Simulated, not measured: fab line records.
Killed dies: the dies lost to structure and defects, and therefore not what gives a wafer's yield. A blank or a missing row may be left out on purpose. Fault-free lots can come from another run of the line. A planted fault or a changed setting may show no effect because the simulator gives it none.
8D (eight disciplines) problem report, filled in by code || flow gf180mcu || the parts of the form that need people (team, actions taken, sign-off) are left out

== 1. THE PROBLEM ==
Across 5 wafers from 3 lots, V3_CVD_02_THK at GF_V3_THK_MEAS_03 averages 774 nm, while fault-free wafers read 850 nm with a standard deviation of 12. That puts it -6.4 standard deviations away from the usual mean.
Seen first at day 26 19:58 on filmMetro-04, wafer L445.1. At this step, 33 wafers from 11 lots have a number in the record. The rule behind "out" and "out of limits": a value lying over 4 standard deviations away from the usual mean. Any other wafer with a number is counted as sound.

== 2. WHAT THIS IS AND IS NOT ==
{"question": "which readings at this step", "is": "V3_CVD_02_THK", "is not": "-"}
{"question": "which lots", "is": "L445, L446, L447", "is not": "L433, L435, L439, L440, L448, L449, L450, L451"}
{"question": "which wafers of those lots", "is": "L445.1, L445.6, L446.6, L447.1, L447.6", "is not": "L445.3, L446.1, L446.4, L447.2"}
{"question": "read on which gauges", "is": "filmMetro-01, filmMetro-04", "is not": "filmMetro-03"}
{"question": "when", "is": "from day 26 19:58", "is not": "up to then (13 sound wafers); but 15 sound wafers of L446, L447, L448, L449, L450, L451 came after"}

== 3. SUSPECTS, AND WHAT RULES EACH OUT ==
Counting: a tool at a process step up to the reading stays a suspect if it ran every lot that is out. Sound lots after the first of them don't rule it out here, since some wafers of a struck lot are sound.
- the gauge at GF_V3_THK_MEAS_03 is ruled out. 2 gauges (filmMetro-01, filmMetro-04) read the wafers that are out.
- pecvd-01 at GF_V3_CVD_02 (deposits SiO2 from TEOS, target thk 850 nm, time 94.851 s): kept. Every lot that is out went through it, the first being L445 (day 26 19:54); the last sound lot it ran before that was L435 (day 23 23:12). Its own runLengthS readings are out on those wafers.
- pecvd-01, GF_V3_CVD_02: wafers that are out in chamber 0, sound lot-mates in chambers 1, 2.
The count leaves pecvd-01 at GF_V3_CVD_02.

== 4. THE CAUSE (what the simulator had put in) ==
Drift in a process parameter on pecvd-01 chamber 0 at GF_V3_CVD_02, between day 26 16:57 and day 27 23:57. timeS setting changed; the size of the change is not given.
The count eliminated every tool but this one.

== 5. THE CHAIN OF EFFECTS, in route order ==
Rows list readings where the struck wafers' mean (over those with a number) sits beyond 3 standard deviations from the usual. Only readings for which the record gives a usual standard deviation are gone through. hours: the time from each lot's start at the first step in this table that gives one to its start at this step, as a median over the lots. sigmas: the change in usual standard deviations.
{"hours": 0, "step": "GF_V3_CVD_02", "reading": "runLengthS", "usual": "123.2 s", "on struck wafers": 116.2, "change": -7.0, "sigmas": -17}
{"hours": 0, "step": "GF_V3_THK_MEAS_03", "reading": "V3_CVD_02_THK", "usual": "850 nm", "on struck wafers": 774, "change": -76, "sigmas": -6.4}
{"hours": 3, "step": "GF_V3_CMP_04", "reading": "timeToEndpointS", "usual": "80 s", "on struck wafers": 49, "change": -31, "sigmas": -5.3}
The process steps in it:
- GF_V3_CVD_02: deposits SiO2 from TEOS, target thk 850 nm, time 94.851 s.
- GF_V3_CMP_04: polishes SiO2.
Later steps that measure or inspect, where all struck wafers having a row at the step show a number for every such reading and not one has moved that far: GF_V3_BOW_MEAS_05.

== 6. HOW IT WOULD HAVE BEEN CAUGHT EARLIER ==
In this record the first reading out of limits at a measuring or inspecting step was taken at day 26 19:58, 3 hours after the fault began at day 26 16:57.
The tool's own readings at GF_V3_CVD_02 were out on every struck wafer that the step has a row for (runLengthS): an alarm limit on them would have fired on the first of those.
Among the 3 lots that are out, L446, L447 began GF_V3_CVD_02 on pecvd-01 after day 26 19:58. A hold on the tool at that time would have spared those 2.
